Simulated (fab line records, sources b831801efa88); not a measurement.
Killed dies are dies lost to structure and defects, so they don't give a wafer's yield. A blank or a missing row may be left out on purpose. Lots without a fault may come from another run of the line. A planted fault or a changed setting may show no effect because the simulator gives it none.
Which tool did it? | flow gf180mcu | 14 lots, 42 wafers sampled, at 4 steps of a route of 602

WHAT THE GAUGES READ, wafer by wafer
GF_M5_CD_MEAS_07: target cd 280 nm. Usual: cd_nm 280.2 nm, standard deviation 1.2.
lot  | measured     | on        | cd_nm (nm)        | flag
L699 | day 26 06:12 | cd_sem-01 | 279.5 278.8 278.8 |
L700 | day 26 10:50 | cd_sem-01 | 281.0 280.2 280.5 |
L701 | day 26 19:12 | cd_sem-01 | 279.4 280.9 279.6 |
L703 | day 27 13:07 | cd_sem-02 | 279.5 280.8 280.4 |
L704 | day 28 01:46 | cd_sem-01 | 281.6 281.5 280.4 |
L705 | day 28 09:32 | cd_sem-02 | 280.3 279.2 280.2 |
L706 | day 28 15:19 | cd_sem-02 | 279.4 280.0 279.6 |
L708 | day 29 03:28 | cd_sem-01 | 282.9 282.0 281.8 |
L710 | day 29 21:05 | cd_sem-02 | 281.0 280.2 279.8 |
L712 | day 30 05:54 | cd_sem-01 | 277.0 276.5 277.4 |
L713 | day 30 11:22 | cd_sem-02 | 279.3 278.9 280.5 |
L716 | day 31 03:55 | cd_sem-01 | 281.6 283.3 282.3 |
L718 | day 31 21:47 | cd_sem-01 | 279.1 279.0 279.1 |
L721 | day 32 16:34 | cd_sem-02 | 280.5 280.3 280.2 |

GF_M5_OVL_MEAS_08. Usual: M5_OVL 0 nm, standard deviation 4.7.
lot  | measured     | on         | M5_OVL (nm) | flag
L699 | day 26 06:19 | overlay-02 | 7 6 8       |
L700 | day 26 10:56 | overlay-01 | -3 0 -7     |
L701 | day 26 19:19 | overlay-02 | -7 -4 -7    |
L703 | day 27 13:14 | overlay-01 | 6 9 2       |
L704 | day 28 01:52 | overlay-02 | -3 7 2      |
L705 | day 28 09:38 | overlay-02 | 2 -2 -2     |
L706 | day 28 15:25 | overlay-02 | -4 -4 -10   |
L708 | day 29 03:35 | overlay-01 | 0 2 1       |
L710 | day 29 21:11 | overlay-01 | 4 8 6       |
L712 | day 30 06:01 | overlay-02 | 1 1 -5      |
L713 | day 30 11:29 | overlay-01 | 4 -1 5      |
L716 | day 31 04:02 | overlay-02 | 1 -1 -2     |
L718 | day 31 21:54 | overlay-02 | 7 7 2       |
L721 | day 32 16:41 | overlay-02 | -7 -8 -12   |

GF_PASSIVATION_THK_MEAS_03. Usual: PASSIVATION_CVD_02_THK 701 nm, standard deviation 9.3.
lot  | measured     | on            | PASSIVATION_CVD_02_THK (nm) | flag
L699 | day 28 02:47 | film_metro-04 | 698 703 709                 |
L700 | day 28 08:19 | film_metro-03 | 694 683 701                 |
L701 | day 28 15:57 | film_metro-03 | 693 698 699                 |
L703 | day 29 08:44 | film_metro-03 | 698 696 701                 |
L704 | day 29 20:14 | film_metro-03 | 692 690 700                 |
L705 | day 30 03:44 | film_metro-04 | 676 687 694                 |
L706 | day 30 09:08 | film_metro-03 | 692 697 713                 |
L708 | day 30 20:09 | film_metro-02 | 696 698 700                 |
L710 | day 31 13:03 | film_metro-04 | 695 697 713                 |
L712 | day 31 22:44 | film_metro-02 | 695 712 712                 |
L713 | day 32 02:35 | film_metro-04 | 705 694 714                 |
L716 | day 32 18:50 | film_metro-04 | 698 705 706                 |
L718 | day 33 11:23 | film_metro-04 | 689 685 699                 |
L721 | day 34 04:46 | film_metro-04 | 692 684 697                 |

WHICH TOOL RAN EACH LOT (tool, then ch and the chambers of the sampled wafers, then the start)
lot  | GF_V3_SPUTTER_22
L699 | pvd_sputter-04, day 22 08:48
L700 | pvd_sputter-04, day 22 15:42
L701 | pvd_sputter-03, day 23 01:02
L703 | pvd_sputter-03, day 23 20:08
L704 | pvd_sputter-04, day 24 10:17
L705 | pvd_sputter-04, day 24 17:46
L706 | pvd_sputter-04, day 25 02:09
L708 | pvd_sputter-04, day 25 13:02
L710 | pvd_sputter-03, day 26 10:23
L712 | pvd_sputter-03, day 26 19:19
L713 | pvd_sputter-03, day 27 03:12
L716 | pvd_sputter-03, day 27 21:22
L718 | pvd_sputter-02, day 28 16:40
L721 | pvd_sputter-03, day 29 14:31
- GF_V3_SPUTTER_22: material TiN, target thk 10 nm, time 40 s.

WHAT THE TOOLS THEMSELVES READ (means of the sampled wafers that have a number; where no wafer has one, the mark that the record gives instead)
GF_V3_SPUTTER_22. Usual: chamber_pressure_pa 5.000 Pa, standard deviation 0.0098; throttle_valve_pct 29.5 %, standard deviation 0.44.
lot  | tool           | chamber_pressure_pa (Pa) | throttle_valve_pct (%) | flag
L699 | pvd_sputter-04 | 5.004                    | 29.5                   |
L700 | pvd_sputter-04 | 4.999                    | 29.6                   |
L701 | pvd_sputter-03 | 5.000                    | 29.6                   |
L703 | pvd_sputter-03 | 4.993                    | 29.5                   |
L704 | pvd_sputter-04 | 5.002                    | 29.6                   |
L705 | pvd_sputter-04 | 4.993                    | 29.4                   |
L706 | pvd_sputter-04 | 4.997                    | 29.4                   |
L708 | pvd_sputter-04 | 5.003                    | 29.7                   |
L710 | pvd_sputter-03 | 5.002                    | 29.9                   |
L712 | pvd_sputter-03 | 4.996                    | 29.1                   |
L713 | pvd_sputter-03 | 5.016                    | 29.6                   |
L716 | pvd_sputter-03 | 5.003                    | 29.4                   |
L718 | pvd_sputter-02 | 5.005                    | 29.2                   |
L721 | pvd_sputter-03 | 4.992                    | 29.6                   |

THE ANSWER, worked out from the rows above alone
Rule: a lot is off if the mean of its wafers that have a number lies more than 3 standard deviations from the usual mean. A lot without any number at a reading at which 4 lots or more have one is off too. The other lots that the step has rows for count as sound. The gauges are gone through in route order, then the tools' own readings, and for those a lot's mean is taken as printed above. The first step at which some lot is off is used, and at that step the reading that is off furthest; a lot without a number counts as furthest.
No lot is off at any reading shown: from this, nothing can be told.

WHAT THE SIMULATOR HAD PUT IN
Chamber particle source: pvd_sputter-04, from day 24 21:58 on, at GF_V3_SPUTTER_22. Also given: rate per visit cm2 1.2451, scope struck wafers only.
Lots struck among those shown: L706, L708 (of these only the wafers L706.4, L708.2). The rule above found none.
